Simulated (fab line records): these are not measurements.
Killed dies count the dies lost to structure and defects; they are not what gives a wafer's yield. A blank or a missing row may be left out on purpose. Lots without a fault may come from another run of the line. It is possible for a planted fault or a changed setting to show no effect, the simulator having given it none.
The tool behind it: which one? -- flow gf180mcu -- 18 wafers from 6 lots sampled at 3 of the route's 602 steps

## WHAT EACH GAUGE READ, for each wafer
GF_V4_CD_MEAS_14: target cd 260 nm.
lot,measured,on,cd_nm (nm)
L357,day 25 17:04,cd_sem-02,259.8 260.0 260.7
L362,day 27 07:13,cd_sem-02,259.6 261.0 260.9
L366,day 28 17:19,cd_sem-02,268.1 274.2 268.8
L374,day 31 00:41,cd_sem-02,260.5 260.1 259.9
L376,day 31 08:06,cd_sem-01,257.8 258.5 258.6
L377,day 31 20:25,cd_sem-02,262.4 261.8 261.6

## WHICH TOOL RAN EACH LOT (tool, then ch and the chambers of the sampled wafers, then the start)
lot,GF_V4_CMP_04,GF_V4_EXPOSE_11
L357,"cmp-01 ch 0,2, day 24 18:35","krf_scanner-02 ch 0, day 25 06:11"
L362,"cmp-02 ch 0,1,3, day 26 10:14","krf_scanner-01 ch 0, day 26 20:58"
L366,"cmp-02 ch 0,2,3, day 27 21:10","krf_scanner-02 ch 0, day 28 08:08"
L374,"cmp-01 ch 0,1,2, day 30 05:41","krf_scanner-01 ch 0, day 30 15:05"
L376,"cmp-01 ch 0,2,3, day 30 12:50","krf_scanner-02 ch 0, day 30 23:25"
L377,"cmp-02 ch 0,1, day 31 02:23","krf_scanner-02 ch 0, day 31 11:56"
- GF_V4_CMP_04: polishes SiO2.
- GF_V4_EXPOSE_11: exposes mask Via4, target cd 260 nm.

## THE ANSWER, worked out from the rows above alone
Rule: usual is defined by the lots themselves. The widest of any qualifying gaps counts: lots, ordered by their means at a reading, are off when they make up no more than a third of the lots, leave a main group of 4 or more, and stand apart from it by 3 or more times the standard deviation of that group's means. Not used: any main group whose means are identical at the precision the tables above print for the reading. Also off: a lot with no number at a reading for which 4 or more lots have one. Any other lot the step has rows for is counted as sound.
Off at GF_V4_CD_MEAS_14 (cd_nm): L366. The main group: mean 260.2 nm, standard deviation 1.2.
If a tool, at a process step before that reading, ran all the lots that are off and no sound lot after the first of them, it fits. Those tools and the gauges at GF_V4_CD_MEAS_14 are tried in the same way. No candidate that was tried fits.

## WHAT THE SIMULATOR HAD INSERTED
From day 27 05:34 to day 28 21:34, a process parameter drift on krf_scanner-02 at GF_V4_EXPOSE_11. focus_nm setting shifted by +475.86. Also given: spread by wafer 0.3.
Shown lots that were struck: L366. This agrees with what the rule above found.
